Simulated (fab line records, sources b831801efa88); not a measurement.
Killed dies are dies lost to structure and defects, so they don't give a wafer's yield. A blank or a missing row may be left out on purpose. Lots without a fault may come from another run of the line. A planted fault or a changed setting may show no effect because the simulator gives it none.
Tool commonality check | flow sky130 | 12 lots, 36 wafers sampled

WHY IT WAS OPENED
At SKY_VT_ADJUST_NCORE_CD_MEAS_07 the reading cd_nm is flagged on 2 of 12 lots. Wafers without a fault read 379.2 nm, standard deviation 2.1.
Rule: a lot is flagged when every wafer of it that has a number lies more than 4 standard deviations from that mean, or none has a number. The other lots count as sound.

lot  | measured     | on        | cd_nm (nm), wafer by wafer | flag
L609 | day 8 14:24  | cd_sem-01 | 379.7 378.0 376.8          |
L610 | day 8 14:49  | cd_sem-01 | 380.0 383.1 382.9          |
L612 | day 9 09:10  | cd_sem-01 | 375.2 375.4 376.0          |
L615 | day 10 13:02 | cd_sem-02 | 376.1 374.6 376.6          |
L616 | day 10 20:47 | cd_sem-02 | 380.3 380.3 380.5          |
L621 | day 12 03:16 | cd_sem-02 | 376.4 376.7 379.8          |
L622 | day 12 13:55 | cd_sem-01 | 379.5 379.5 382.0          |
L623 | day 13 04:23 | cd_sem-01 | 394.2 394.0 393.1          | FLAGGED
L625 | day 13 11:22 | cd_sem-01 | 380.3 380.8 378.6          |
L629 | day 14 16:07 | cd_sem-01 | 381.3 381.4 379.5          |
L630 | day 14 17:25 | cd_sem-02 | 392.8 393.3 391.9          | FLAGGED
L632 | day 15 12:31 | cd_sem-01 | 381.4 377.7 381.5          |
The numbers of the flagged lots are 393.2 nm on average: +14.0 nm against the usual, or +7 standard deviations.

WHICH TOOL RAN EACH LOT
The record holds 2 process steps before the reading, out of a route of 708 steps. In each cell: the tool, then ch and the chambers that the sampled wafers went through, then the start.
lot  | flag    | SKY_PWDE_STRIP_09                   | SKY_VT_ADJUST_NCORE_EXPOSE_04
L609 |         | plasma_asher-01 ch 0,1, day 3 21:40 | iline_stepper-01 ch 0, day 8 03:27
L610 |         | plasma_asher-03 ch 0,1, day 3 22:20 | iline_stepper-01 ch 0, day 8 04:05
L612 |         | plasma_asher-03 ch 0,1, day 4 11:32 | iline_stepper-01 ch 0, day 8 22:43
L615 |         | plasma_asher-03 ch 0,1, day 5 09:28 | iline_stepper-01 ch 0, day 10 02:31
L616 |         | plasma_asher-01 ch 0,1, day 5 16:35 | iline_stepper-02 ch 0, day 10 10:10
L621 |         | plasma_asher-01 ch 0,1, day 6 17:05 | iline_stepper-02 ch 0, day 11 15:28
L622 |         | plasma_asher-01 ch 0,1, day 6 23:57 | iline_stepper-02 ch 0, day 12 01:22
L623 | FLAGGED | plasma_asher-01 ch 0,1, day 7 11:12 | iline_stepper-01 ch 0, day 12 16:10
L625 |         | plasma_asher-01 ch 0,1, day 7 17:11 | iline_stepper-02 ch 0, day 12 22:23
L629 |         | plasma_asher-01 ch 0,1, day 8 15:39 | iline_stepper-02 ch 0, day 14 03:08
L630 | FLAGGED | plasma_asher-03 ch 0,1, day 8 17:41 | iline_stepper-01 ch 0, day 14 04:38
L632 |         | plasma_asher-04 ch 0,1, day 9 08:28 | iline_stepper-02 ch 0, day 14 22:43
What these steps do:
- SKY_PWDE_STRIP_09: strips in O2/N2.
- SKY_VT_ADJUST_NCORE_EXPOSE_04: exposes mask LVTN COMPLEMENT THIN, target cd 380 nm.
- SKY_VT_ADJUST_NCORE_CD_MEAS_07: target cd 380 nm.

FLAGGED OVER TOTAL, TOOL BY TOOL (the gauges that took the reading come last)
step                           | tool             | lots run | flagged | share of the flagged lots | sound lots run after its first flagged lot
SKY_PWDE_STRIP_09              | plasma_asher-01  | 7        | 1       | some                      | 2 (L625,L629)
SKY_PWDE_STRIP_09              | plasma_asher-03  | 4        | 1       | some                      | 0
SKY_PWDE_STRIP_09              | plasma_asher-04  | 1        | 0       | none                      | -
SKY_VT_ADJUST_NCORE_EXPOSE_04  | iline_stepper-01 | 6        | 2       | all                       | 0
SKY_VT_ADJUST_NCORE_EXPOSE_04  | iline_stepper-02 | 6        | 0       | none                      | -
SKY_VT_ADJUST_NCORE_CD_MEAS_07 | cd_sem-01        | 8        | 1       | some                      | 3 (L625,L629,L632)
SKY_VT_ADJUST_NCORE_CD_MEAS_07 | cd_sem-02        | 4        | 1       | some                      | 0

WHAT THE TABLE ALLOWS
1 row of the table ran every flagged lot: iline_stepper-01 at SKY_VT_ADJUST_NCORE_EXPOSE_04.
- iline_stepper-01 at SKY_VT_ADJUST_NCORE_EXPOSE_04: 2 of its 6 lots flagged. Its last sound lot is L615 (day 10 02:31), its first flagged lot L623 (day 12 16:10): a fault that began between those two fits. Its own readings lie more than 4 standard deviations out on every wafer of the flagged lots: exposure_dose_mJ_cm2.
One tool is left: iline_stepper-01 at SKY_VT_ADJUST_NCORE_EXPOSE_04.

WHAT THE SIMULATOR HAD PUT IN
Process parameter drift: iline_stepper-01, from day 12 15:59 on, at SKY_VT_ADJUST_NCORE_EXPOSE_04. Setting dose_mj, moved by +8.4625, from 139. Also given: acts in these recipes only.
Lots struck among those shown: L623, L630. The rule above found the same.
